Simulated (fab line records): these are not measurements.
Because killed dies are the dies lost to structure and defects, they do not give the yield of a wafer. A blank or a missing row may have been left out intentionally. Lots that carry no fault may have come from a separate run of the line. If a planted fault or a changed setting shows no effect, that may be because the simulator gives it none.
Which of the tools did it? + flow gf180mcu + 13 lots with 39 wafers sampled at 6 steps, on a route of 602 steps

== WHAT EACH GAUGE READ, for each wafer ==
GF_STI_THK_MEAS_04.
| lot  | measured    | on            | STI_CVD_03_THK (nm) |
|------|-------------|---------------|---------------------|
| L382 | day 1 13:37 | film_metro-01 | 204.2 201.8 203.6   |
| L384 | day 2 02:59 | film_metro-01 | 208.3 208.3 207.0   |
| L385 | day 2 07:05 | film_metro-02 | 208.2 207.8 207.1   |
| L386 | day 2 11:14 | film_metro-03 | 208.1 207.1 208.6   |
| L387 | day 2 14:35 | film_metro-02 | 209.2 207.6 207.4   |
| L388 | day 2 20:11 | film_metro-01 | 205.3 205.4 206.8   |
| L389 | day 3 04:22 | film_metro-03 | 204.5 205.6 205.2   |
| L390 | day 3 08:01 | film_metro-03 | 205.3 207.2 206.4   |
| L392 | day 3 15:34 | film_metro-03 | 207.3 207.3 206.3   |
| L397 | day 4 16:34 | film_metro-02 | 205.3 203.2 206.0   |
| L401 | day 5 15:26 | film_metro-03 | 201.7 204.1 203.8   |
| L403 | day 5 22:34 | film_metro-02 | 207.3 206.0 206.1   |
| L404 | day 6 03:34 | film_metro-02 | 204.7 204.3 205.8   |

GF_NWELL_OVL_MEAS_07.
| lot  | measured    | on         | NWELL_OVL (nm) |
|------|-------------|------------|----------------|
| L382 | day 3 08:47 | overlay-02 | 1.8 2.9 2.4    |
| L384 | day 3 23:53 | overlay-02 | -2.3 -2.3 -0.9 |
| L385 | day 4 07:11 | overlay-01 | -0.6 1.3 0.7   |
| L386 | day 4 06:49 | overlay-01 | -0.2 1.2 0.5   |
| L387 | day 4 12:49 | overlay-01 | -0.5 -0.5 0.3  |
| L388 | day 4 16:35 | overlay-01 | 0.3 1.2 2.1    |
| L389 | day 5 00:59 | overlay-01 | 1.6 0.5 -1.1   |
| L390 | day 5 04:37 | overlay-02 | -1.0 -1.0 -1.4 |
| L392 | day 5 13:56 | overlay-01 | -2.1 -0.4 -1.5 |
| L397 | day 6 20:21 | overlay-01 | 1.7 1.3 2.7    |
| L401 | day 7 19:16 | overlay-02 | 3.4 1.9 1.5    |
| L403 | day 8 00:22 | overlay-01 | 3.1 1.8 2.4    |
| L404 | day 8 06:50 | overlay-01 | 0.6 2.3 2.4    |

GF_LVPWELL_TW_MEAS_11.
| lot  | measured    | on            | LVPWELL_TW        |
|------|-------------|---------------|-------------------|
| L382 | day 3 22:47 | film_metro-02 | 561.1 558.0 558.7 |
| L384 | day 4 14:01 | film_metro-03 | 562.4 563.4 568.8 |
| L385 | day 4 21:31 | film_metro-02 | 562.0 560.8 561.4 |
| L386 | day 4 21:07 | film_metro-02 | 559.4 560.6 562.8 |
| L387 | day 5 02:56 | film_metro-03 | 560.1 563.7 561.5 |
| L388 | day 5 06:34 | film_metro-02 | 558.0 559.2 559.5 |
| L389 | day 5 15:23 | film_metro-03 | 565.2 566.9 566.2 |
| L390 | day 5 19:08 | film_metro-03 | 565.0 563.0 562.5 |
| L392 | day 6 05:19 | film_metro-03 | 599.0 598.5 596.4 |
| L397 | day 7 12:42 | film_metro-03 | 566.8 566.5 567.0 |
| L401 | day 8 12:41 | film_metro-03 | 600.8 598.0 600.6 |
| L403 | day 8 17:34 | film_metro-02 | 560.6 559.2 563.6 |
| L404 | day 9 01:00 | film_metro-02 | 559.9 559.6 559.5 |

GF_MVSD_TW_MEAS_11.
| lot  | measured    | on            | MVSD_TW        |
|------|-------------|---------------|----------------|
| L382 | day 4 12:41 | film_metro-02 | 1587 1586 1598 |
| L384 | day 5 04:19 | film_metro-03 | 1589 1594 1582 |
| L385 | day 5 11:58 | film_metro-03 | 1578 1587 1584 |
| L386 | day 5 10:37 | film_metro-02 | 1574 1589 1583 |
| L387 | day 5 16:58 | film_metro-03 | 1587 1595 1595 |
| L388 | day 5 20:53 | film_metro-02 | 1589 1585 1573 |
| L389 | day 6 06:07 | film_metro-03 | 1601 1606 1598 |
| L390 | day 6 09:54 | film_metro-02 | 1588 1590 1592 |
| L392 | day 6 20:26 | film_metro-03 | 1597 1598 1597 |
| L397 | day 8 05:49 | film_metro-02 | 1592 1590 1589 |
| L401 | day 9 05:28 | film_metro-02 | 1584 1594 1586 |
| L403 | day 9 11:00 | film_metro-03 | 1600 1596 1592 |
| L404 | day 9 18:00 | film_metro-02 | 1583 1593 1576 |

GF_VT_IMPLANT_RS_MEAS_48: measurement is done with a four-point probe.
| lot  | measured     | on            | LVPWELL_RS (ohm/sq) |
|------|--------------|---------------|---------------------|
| L382 | day 7 13:58  | film_metro-03 | 1200 1198 1198      |
| L384 | day 8 08:24  | film_metro-02 | 1195 1198 1194      |
| L385 | day 8 16:52  | film_metro-03 | 1200 1202 1196      |
| L386 | day 8 15:51  | film_metro-03 | 1202 1201 1201      |
| L387 | day 8 23:55  | film_metro-02 | 1202 1204 1201      |
| L388 | day 9 04:51  | film_metro-03 | 1195 1203 1200      |
| L389 | day 9 14:55  | film_metro-02 | 1199 1197 1200      |
| L390 | day 9 19:43  | film_metro-02 | 1198 1197 1197      |
| L392 | day 10 08:41 | film_metro-03 | 1030 1032 1030      |
| L397 | day 11 23:15 | film_metro-02 | 1196 1198 1198      |
| L401 | day 13 01:20 | film_metro-02 | 1032 1035 1032      |
| L403 | day 13 08:08 | film_metro-03 | 1193 1194 1192      |
| L404 | day 13 17:10 | film_metro-02 | 1196 1200 1201      |

== EACH LOT AND THE TOOL THAT RAN IT (in order: tool; ch and the chambers of the sampled wafers; start) ==
| lot  | GF_LVPWELL_IMPLANT_09          |
|------|--------------------------------|
| L382 | implanter-02 ch 0, day 3 22:34 |
| L384 | implanter-03 ch 0, day 4 13:47 |
| L385 | implanter-03 ch 0, day 4 21:17 |
| L386 | implanter-03 ch 0, day 4 20:52 |
| L387 | implanter-03 ch 0, day 5 02:43 |
| L388 | implanter-04 ch 0, day 5 06:19 |
| L389 | implanter-03 ch 0, day 5 15:08 |
| L390 | implanter-04 ch 0, day 5 18:55 |
| L392 | implanter-02 ch 0, day 6 04:45 |
| L397 | implanter-03 ch 0, day 7 12:26 |
| L401 | implanter-04 ch 0, day 8 12:08 |
| L403 | implanter-02 ch 0, day 8 17:18 |
| L404 | implanter-02 ch 0, day 9 00:45 |
- GF_LVPWELL_IMPLANT_09

== AS READ BY THE TOOLS THEMSELVES (means over the sampled wafers that have a number; for cases with no such wafer, the mark the record gives instead) ==
GF_LVPWELL_IMPLANT_09.
| lot  | tool         | beam_energy_keV | beam_on_s (s) |
|------|--------------|-----------------|---------------|
| L382 | implanter-02 | 59.999          | 10.03         |
| L384 | implanter-03 | 60.000          | 10.04         |
| L385 | implanter-03 | 59.983          | 10.03         |
| L386 | implanter-03 | 59.982          | 10.17         |
| L387 | implanter-03 | 60.000          | 10.01         |
| L388 | implanter-04 | 60.018          | 10.07         |
| L389 | implanter-03 | 59.998          | 10.01         |
| L390 | implanter-04 | 60.002          | 10.11         |
| L392 | implanter-02 | 59.998          | 9.95          |
| L397 | implanter-03 | 59.999          | 9.93          |
| L401 | implanter-04 | 60.000          | 9.98          |
| L403 | implanter-02 | 59.992          | 10.00         |
| L404 | implanter-02 | 59.978          | 9.77          |

== THE ANSWER, worked out from the rows above alone ==
Rule: usual is defined by the lots themselves. Put in order of their means at a reading, lots are off if they are a third of the lots or fewer, leave a main group of 4 or more, and stand apart from it by a gap of 3 or more times the standard deviation of the main group's means; of several such gaps the widest counts. If all means in a main group match to the digits the tables above print for the reading, that group is not used. A lot without any number at a reading at which 4 lots or more have one is off too. Any other lot the step has rows for is counted as sound. Order of review: gauges by route order, followed by the tools' own readings, for which a lot's mean as printed above is used. The first step at which some lot is off is used, and at that step the reading that is off furthest; a lot without a number counts as furthest.
Off: at GF_LVPWELL_TW_MEAS_11 (LVPWELL_TW), L392, L401. Mean 562.2 and standard deviation 2.6 in the main group.
A tool fits if, at a process step before that reading, it ran every lot that is off, and no sound lot after the first of them. The gauges at GF_LVPWELL_TW_MEAS_11 are tried like those tools. None of those tried fits.

== WHAT THE SIMULATOR PUT IN ==
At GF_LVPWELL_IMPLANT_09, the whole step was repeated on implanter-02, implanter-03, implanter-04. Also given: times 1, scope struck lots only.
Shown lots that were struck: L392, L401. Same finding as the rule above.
